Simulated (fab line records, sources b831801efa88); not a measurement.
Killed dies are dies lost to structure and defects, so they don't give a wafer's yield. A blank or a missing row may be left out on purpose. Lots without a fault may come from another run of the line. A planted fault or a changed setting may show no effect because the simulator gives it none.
One fault seen from 2 desks | flow sfq_line | each desk has only its own numbers; what lay behind them comes last

THE TOOL OWNER'S DESK: rie_diel-02
The tool's own readings at SFQ_TRILAYER_L0_VIA_BARC_OPEN_VIA_ETCH_021 (etches BARC in O2, target depth 125 nm, time 41.7 s): means of the sampled wafers that have a number, for each lot that ran on this tool. A lot is out of limits, marked OUT, if its mean lies more than 4 standard deviations from the usual mean; the brackets give that distance.
Columns: A = drypump_motor_current_A at SFQ_TRILAYER_L0_VIA_BARC_OPEN_VIA_ETCH_021, usual 5.7 A; B = oes_product_au at SFQ_TRILAYER_L0_VIA_BARC_OPEN_VIA_ETCH_021, usual 0.685 a.u.; C = run_length_s at SFQ_TRILAYER_L0_VIA_BARC_OPEN_VIA_ETCH_021, usual 69.9 s
lot  | first seen here | A   | B     | C
L408 | day 7 05:53     | 5.7 | 0.686 | 69.8
L416 | day 10 16:04    | 5.3 | 0.694 | 69.7
L420 | day 11 18:02    | 5.9 | 0.704 | 68.3 (-4.1) OUT
This desk's finding: out of limits on L420; first on L420, day 11 18:02 (run_length_s at SFQ_TRILAYER_L0_VIA_BARC_OPEN_VIA_ETCH_021). In limits: L408, L416.

THE METROLOGY DESK
What the gauges read, lot by lot, whatever tool the lot ran on: means of the sampled wafers that have a number. A lot is out of limits, marked OUT, if its mean lies more than 4 standard deviations from the usual mean; the brackets give that distance.
Columns: A = L0V_OVL at SFQ_L0V_OVL_MEAS_903, usual -3 nm
lot  | first seen here | A
L399 | day 4 23:08     | -2
L408 | day 7 05:51     | -2
L416 | day 10 16:02    | -0
L419 | day 11 05:59    | -8
L420 | day 11 17:59    | -2
L421 | day 11 21:34    | -4
This desk's finding: nothing out of limits on any of the 6 lots.

PUT TOGETHER
The tool owner's desk could have raised an alarm at day 11 18:02, on L420.
The metrology desk saw nothing out of limits.
The metrology desk has L420 on record, within its limits.
Of the lots named, all ran SFQ_TRILAYER_L0_VIA_BARC_OPEN_VIA_ETCH_021 on rie_diel-02.

WHAT THE SIMULATOR HAD PUT IN
Process parameter drift: rie_diel-02, from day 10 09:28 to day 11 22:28, at SFQ_TRILAYER_L0_VIA_BARC_OPEN_VIA_ETCH_021. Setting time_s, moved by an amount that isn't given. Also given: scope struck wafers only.
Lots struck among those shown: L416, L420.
Hours from the fault's start to each desk's first reading out of limits: the tool owner's desk, 33.
